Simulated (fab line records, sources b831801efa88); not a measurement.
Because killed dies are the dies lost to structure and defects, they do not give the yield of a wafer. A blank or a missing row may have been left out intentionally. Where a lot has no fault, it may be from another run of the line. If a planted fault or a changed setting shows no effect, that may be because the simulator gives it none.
What tool caused it? ; flow sfqLine ; 13 lots, 39 wafers sampled, at 2 steps of a route of 325

WHAT THE GAUGES SHOWED, per wafer
SFQ_M8_RS_MEAS_949: measures by four-point-probe.
lot;measured;on;M8_AU_RS (ohm/sq)
L259;day 75 15:15;filmMetro-01;0.1539 0.1536 0.1537
L260;day 75 16:26;filmMetro-03;0.1556 0.1560 0.1564
L261;day 75 22:26;filmMetro-02;0.1535 0.1550 0.1566
L262;day 76 00:57;filmMetro-01;0.1560 0.1564 0.1563
L265;day 76 08:01;filmMetro-02;0.1561 0.1549 0.1565
L267;day 83 06:52;filmMetro-03;0.1573 0.1540 0.1571
L271;day 83 16:13;filmMetro-02;0.1610 0.1574 0.1573
L272;day 83 19:50;filmMetro-01;0.1572 0.1553 0.1570
L274;day 84 09:10;filmMetro-03;0.1581 0.1532 0.1529
L276;day 85 09:01;filmMetro-01;0.1519 0.1561 0.1560
L278;day 86 01:50;filmMetro-03;0.1530 0.1535 0.1518
L280;day 86 11:33;filmMetro-02;0.1543 0.1545 0.1549
L281;day 88 09:04;filmMetro-01;0.1532 0.1527 0.1532

WHICH TOOL RAN EACH LOT (tool, then ch and the chambers of the sampled wafers, then the start)
lot;SFQ_TRILAYER_M8_DEP_EVAP_196
L259;pvdSputter-02, day 75 14:42
L260;pvdSputter-02, day 75 15:54
L261;pvdSputter-01, day 75 21:54
L262;pvdSputter-02, day 76 00:20
L265;pvdSputter-01, day 76 07:30
L267;pvdSputter-01, day 83 06:20
L271;pvdSputter-02, day 83 15:42
L272;pvdSputter-01, day 83 19:18
L274;pvdSputter-01, day 84 08:38
L276;pvdSputter-01, day 85 08:29
L278;pvdSputter-01, day 86 01:17
L280;pvdSputter-01, day 86 11:01
L281;pvdSputter-02, day 88 08:31
- SFQ_TRILAYER_M8_DEP_EVAP_196: material Au, target thk 180 nm, time 900 s.

AS READ BY THE TOOLS THEMSELVES (means over the sampled wafers that have a number; for cases with no such wafer, the mark the record gives instead)
The record holds no such reading with a usual standard deviation.

THE ANSWER, worked out from the rows above alone
Rule: the usual values come from the lots themselves. The widest of any qualifying gaps counts: lots, ordered by their means at a reading, are off when they make up no more than a third of the lots, leave a main group of 4 or more, and stand apart from it by 3 or more times the standard deviation of that group's means. A main group whose means are all the same, to the digits that the tables above print for the reading, isn't used. A lot without any number at a reading at which 4 lots or more have one is off too. Any other lot the step has rows for is counted as sound. The gauges are gone through in route order, then the tools' own readings, and for those a lot's mean is taken as printed above. The first step at which some lot is off is used, and at that step the reading that is off furthest; a lot without a number counts as furthest.
No lot is off at any reading shown: from this, nothing can be told.

WHAT THE SIMULATOR HAD INSERTED
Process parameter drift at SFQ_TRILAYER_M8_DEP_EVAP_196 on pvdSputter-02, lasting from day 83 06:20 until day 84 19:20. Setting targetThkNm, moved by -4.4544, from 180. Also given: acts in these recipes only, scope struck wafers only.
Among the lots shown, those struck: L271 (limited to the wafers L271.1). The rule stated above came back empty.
